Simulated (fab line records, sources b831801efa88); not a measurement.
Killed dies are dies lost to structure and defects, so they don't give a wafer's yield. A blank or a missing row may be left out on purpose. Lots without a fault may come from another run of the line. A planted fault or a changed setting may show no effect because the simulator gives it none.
Which tool did it? | flow sky130 | 7 lots, 21 wafers sampled, at 2 steps of a route of 708

WHAT THE GAUGES READ, wafer by wafer
SKY_FIELD_ISO_THK_MEAS_25.
lot  | measured    | on            | FIELD_ISO_CVD_24_THK (nm)
L189 | day 2 14:11 | film_metro-03 | 591 607 601
L192 | day 3 05:51 | film_metro-02 | 594 588 590
L195 | day 3 19:15 | film_metro-02 | 583 591 594
L198 | day 4 12:07 | film_metro-04 | 597 594 593
L200 | day 4 23:53 | film_metro-03 | 591 596 591
L202 | day 5 11:58 | film_metro-03 | 595 597 601
L206 | day 6 05:56 | film_metro-03 | 592 590 592

WHICH TOOL RAN EACH LOT (tool, then ch and the chambers of the sampled wafers, then the start)
lot  | SKY_FIELD_ISO_OXIDATION_22
L189 | furnace-02 ch 0, day 2 12:53
L192 | furnace-01 ch 0, day 3 04:32
L195 | furnace-02 ch 0, day 3 17:56
L198 | furnace-02 ch 0, day 4 10:48
L200 | furnace-02 ch 0, day 4 22:34
L202 | furnace-02, day 5 10:38
L206 | furnace-01 ch 0, day 6 04:36
- SKY_FIELD_ISO_OXIDATION_22: stabilise 600 s, purge 300 s, target thk 10 nm.

THE ANSWER, worked out from the rows above alone
Rule: what is usual is taken from the lots themselves. Put in order of their means at a reading, lots are off if they are a third of the lots or fewer, leave a main group of 4 or more, and stand apart from it by a gap of 3 or more times the standard deviation of the main group's means; of several such gaps the widest counts. A main group whose means are all the same, to the digits that the tables above print for the reading, isn't used. A lot without any number at a reading at which 4 lots or more have one is off too. The other lots that the step has rows for count as sound.
No lot is off at any reading shown: from this, nothing can be told.

WHAT THE SIMULATOR HAD PUT IN
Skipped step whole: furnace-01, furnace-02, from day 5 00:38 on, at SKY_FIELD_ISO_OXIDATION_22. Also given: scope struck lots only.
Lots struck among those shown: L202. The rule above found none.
